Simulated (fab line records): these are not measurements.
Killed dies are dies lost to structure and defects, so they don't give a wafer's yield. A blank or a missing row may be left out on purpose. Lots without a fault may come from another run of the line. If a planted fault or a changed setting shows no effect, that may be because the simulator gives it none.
Problem report in the 8D (eight disciplines) form, filled by code :: flow gf180mcu :: the parts of the form that need people (team, actions taken, sign-off) are left out

1. THE PROBLEM
Wafers without a fault read 93.06 W, standard deviation 0.056; heater power total W at GF_V4_SOFTBAKE_10 reads a mean of 98.63 W on 2 wafers belonging to 2 lots. So: +99 or more standard deviations from the usual mean.
The step: time 60 s.
The first sign was on wafer L731.2 at day 28 05:00, on litho track-03. The record has a number at this step for 38 wafers belonging to 13 lots. Rule for "out" (also "out of limits"): further than 4 standard deviations from the usual mean. Any other wafer with a number is counted as sound.

2. WHAT IT IS, WHAT IT ISN'T
question: which readings at this step
is: heater power total W, run length s
is not: exhaust pa, resist line temp C

question: which lots
is: L731, L732
is not: L718, L719, L723, L724, L733, L734, L735, L736, L737, L739, L741

question: which wafers of those lots
is: L731.2, L732.4
is not: L731.3, L732.1, L732.6

question: read on which tools
is: litho track-03
is not: litho track-01, litho track-02

question: when
is: from day 28 05:00
is not: up to then (13 sound wafers); but 23 sound wafers of L732, L733, L734, L735, L736, L737, L739, L741 came after

3. WHAT RULES OUT EACH SUSPECT
Counting: if a tool at a process step up to the reading ran every lot that is out, it stays a suspect. Sound lots after the first of them don't rule it out here, since some wafers of a struck lot are sound.
- litho track-03 at GF_V4_SOFTBAKE_10 (time 60 s): kept. It processed each lot that is out (first: L731, day 28 05:00); up to then, its last sound lot is L724 (day 26 03:00). Its own readings are out on those wafers: heater power total W, run length s.
Left after counting: litho track-03 at GF_V4_SOFTBAKE_10.

4. THE CAUSE (what the simulator had put in)
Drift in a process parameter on litho track-03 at GF_V4_SOFTBAKE_10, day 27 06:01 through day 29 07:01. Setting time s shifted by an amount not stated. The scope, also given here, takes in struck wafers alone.
The count eliminated every tool but this one.

5. THE CHAIN OF EFFECTS, in route order
Each row: a reading whose mean over the struck wafers that have a number lies more than 3 standard deviations from the usual. Scope: only readings with a usual standard deviation given in the record; hours: median across lots of the time from each lot's start at the first step in this table that gives one to its start at this step; sigmas: change in usual standard deviations.
hours: 0
step: GF_V4_SOFTBAKE_10
reading: heater power total W
usual: 93.06 W
on struck wafers: 98.63
change: +5.57
sigmas: +99 or more

hours: 0
step: GF_V4_SOFTBAKE_10
reading: run length s
usual: 89.23 s
on struck wafers: 79.21
change: -10.02
sigmas: -40
Here are the process steps it includes:
- GF_V4_SOFTBAKE_10: time 60 s.

6. WHAT WOULD HAVE CAUGHT IT SOONER
23 hours passed between the start of the fault at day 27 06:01 and the first reading out of limits in this record, taken at day 28 05:00.
